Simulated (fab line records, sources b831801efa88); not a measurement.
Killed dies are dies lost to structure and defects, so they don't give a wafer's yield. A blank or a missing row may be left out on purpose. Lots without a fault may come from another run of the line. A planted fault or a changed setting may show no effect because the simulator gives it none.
Which tool did it? | flow sfq_line | 15 lots, 45 wafers sampled, at 2 steps of a route of 325

WHAT THE GAUGES READ, wafer by wafer
SFQ_M7_OVL_MEAS_945.
lot  | measured     | on         | M7_OVL (nm)
L504 | day 76 15:14 | overlay-02 | 0 0 -3
L505 | day 76 19:12 | overlay-01 | 9 5 5
L506 | day 76 22:48 | overlay-01 | 5 -1 2
L507 | day 77 05:59 | overlay-02 | 4 9 3
L508 | day 77 07:11 | overlay-02 | 1 -3 2
L509 | day 77 15:16 | overlay-01 | 58 65 61 61 68 65
L510 | day 77 18:53 | overlay-01 | 64 67 57 62 66 66
L511 | day 78 04:39 | overlay-01 | 63 70 63 67 74 67
L512 | day 78 09:22 | overlay-01 | 65 72 64 69 75 68
L516 | day 82 19:07 | overlay-01 | -2 2 -3
L517 | day 82 21:31 | overlay-01 | 5 10 15
L518 | day 83 23:16 | overlay-02 | -1 -4 3
L519 | day 87 01:40 | overlay-01 | 3 -3 -1
L520 | day 87 05:16 | overlay-01 | 3 2 0
L521 | day 87 10:04 | overlay-02 | -7 -6 -3

WHICH TOOL RAN EACH LOT (tool, then ch and the chambers of the sampled wafers, then the start)
lot  | SFQ_TRILAYER_M7_LITHO_EXPOSE_178
L504 | krf_scanner-02 ch 0, day 76 13:56
L505 | krf_scanner-02 ch 0, day 76 17:42
L506 | krf_scanner-02 ch 0, day 76 21:18
L507 | krf_scanner-01 ch 0, day 77 04:29
L508 | krf_scanner-01 ch 0, day 77 05:41
L509 | krf_scanner-01 ch 0, day 77 13:46
L510 | krf_scanner-01 ch 0, day 77 17:34
L511 | krf_scanner-01 ch 0, day 78 03:21
L512 | krf_scanner-01 ch 0, day 78 07:52
L516 | krf_scanner-02 ch 0, day 82 17:37
L517 | krf_scanner-02 ch 0, day 82 20:25
L518 | krf_scanner-02 ch 0, day 83 21:58
L519 | krf_scanner-02 ch 0, day 87 00:34
L520 | krf_scanner-02 ch 0, day 87 03:58
L521 | krf_scanner-02 ch 0, day 87 08:46
- SFQ_TRILAYER_M7_LITHO_EXPOSE_178: exposes mask M7, target cd 500 nm.

WHAT THE TOOLS THEMSELVES READ (means of the sampled wafers that have a number; where no wafer has one, the mark that the record gives instead)
The record holds no such reading with a usual standard deviation.

THE ANSWER, worked out from the rows above alone
Rule: what is usual is taken from the lots themselves. Put in order of their means at a reading, lots are off if they are a third of the lots or fewer, leave a main group of 4 or more, and stand apart from it by a gap of 3 or more times the standard deviation of the main group's means; of several such gaps the widest counts. A main group whose means are all the same, to the digits that the tables above print for the reading, isn't used. A lot without any number at a reading at which 4 lots or more have one is off too. The other lots that the step has rows for count as sound. The gauges are gone through in route order, then the tools' own readings, and for those a lot's mean is taken as printed above. The first step at which some lot is off is used, and at that step the reading that is off furthest; a lot without a number counts as furthest.
Off: L509, L510, L511, L512, at SFQ_M7_OVL_MEAS_945 (M7_OVL). The main group: mean 2 nm, standard deviation 4.
A tool fits if, at a process step before that reading, it ran every lot that is off, and no sound lot after the first of them. The gauges at SFQ_M7_OVL_MEAS_945 are tried like those tools. One fits: krf_scanner-01 at SFQ_TRILAYER_M7_LITHO_EXPOSE_178. Its last sound lot is L508 (day 77 05:41), its first lot that is off L509 (day 77 13:46): a fault that began between those two fits.

WHAT THE SIMULATOR HAD PUT IN
Scanner matching overlay: krf_scanner-01, from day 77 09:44 on, at SFQ_TRILAYER_M7_LITHO_EXPOSE_178. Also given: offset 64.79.
Lots struck among those shown: L509, L510, L511, L512. The rule above found the same.
